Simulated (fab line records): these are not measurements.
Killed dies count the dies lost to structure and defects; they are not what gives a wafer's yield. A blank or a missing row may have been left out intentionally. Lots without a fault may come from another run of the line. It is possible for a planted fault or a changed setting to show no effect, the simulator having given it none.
8D (eight disciplines) problem report, filled in by code ; flow sky130 ; the parts of the form that need people (team, actions taken, sign-off) are left out

## 1. WHAT IS WRONG
Wafers without a fault read 15, standard deviation 4.3; killed at front end at SKY_PAD_OPEN_PROBE_99 reads a mean of 63 on 9 wafers belonging to 3 lots. That is +11 standard deviations from the usual mean.
The first sign was on wafer L987.2 at day 49 23:37, on prober-01. The record holds 9 wafers of 3 lots with a number at this step. Rule for "out" (also "out of limits"): further than 4 standard deviations from the usual mean. All remaining wafers that have a number are taken as sound.

## 2. WHAT IT IS AND WHAT IT IS NOT
question;is;is not
which readings at this step;killed at front end;killed_at_M4_up, killed at contacts, killed at other, killed short
which lots;L987, L989, L990;-
which wafers of those lots;all that have a number;-
read on which tools;prober-01;-
when;from day 49 23:37;up to then (0 sound wafers)

## 3. SUSPECTS, AND WHAT RULES EACH OUT
Counting: any tool at a process step up to the reading is kept as a suspect provided that every lot that is out went through it and no sound lot did after the first of them.
- plasma asher-02 at SKY_LDD_HVP_STRIP_09 (strips in O2/N2): kept. It ran every lot that is out, first L987 (day 28 05:52), and no sound lot after that.
- prober-01 at SKY_PAD_OPEN_PROBE_99: kept. It ran every lot that is out, first L987 (day 49 23:37), and no sound lot after that. Its own readings are out on those wafers: killed at front end.
Remaining after the count are plasma asher-02 at SKY_LDD_HVP_STRIP_09 and prober-01 at SKY_PAD_OPEN_PROBE_99.

## 4. THE CAUSE (what the simulator had put in)
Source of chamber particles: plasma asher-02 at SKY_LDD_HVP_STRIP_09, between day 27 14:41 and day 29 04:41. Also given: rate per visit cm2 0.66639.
This tool is one of the 2 suspects left after counting.

## 5. THE CHAIN OF EFFECTS, in route order
One row per reading whose mean, taken over the struck wafers that have a number, lies over 3 standard deviations from the usual. Only readings whose record carries a usual standard deviation are examined. hours: median over the lots of the time between each lot's start at the first step of this table that gives one and its start at this step. sigmas: the change, counted in usual standard deviations.
hours;step;reading;usual;on struck wafers;change;sigmas
0;SKY_PAD_OPEN_PROBE_99;killed at front end;15;63;+48;+11
0;SKY_PAD_OPEN_PROBE_99;killed dies;86;133;+47;+5.2
Its process steps:
- SKY_PAD_OPEN_PROBE_99

## 6. HOW IT WOULD HAVE BEEN CAUGHT EARLIER
In this record the first reading out of limits was taken at day 49 23:37, 537 hours after the fault began at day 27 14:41.
Of the tool readings at SKY_LDD_HVP_STRIP_09 for which the record gives a usual standard deviation, none was out on any struck wafer, so an alarm limit of 4 standard deviations on them would not have fired.
By day 49 23:37 the whole set of lots that are out, 3 in number, had already begun SKY_LDD_HVP_STRIP_09 on plasma asher-02. Had the tool been put on hold then, not one of them would have been saved.
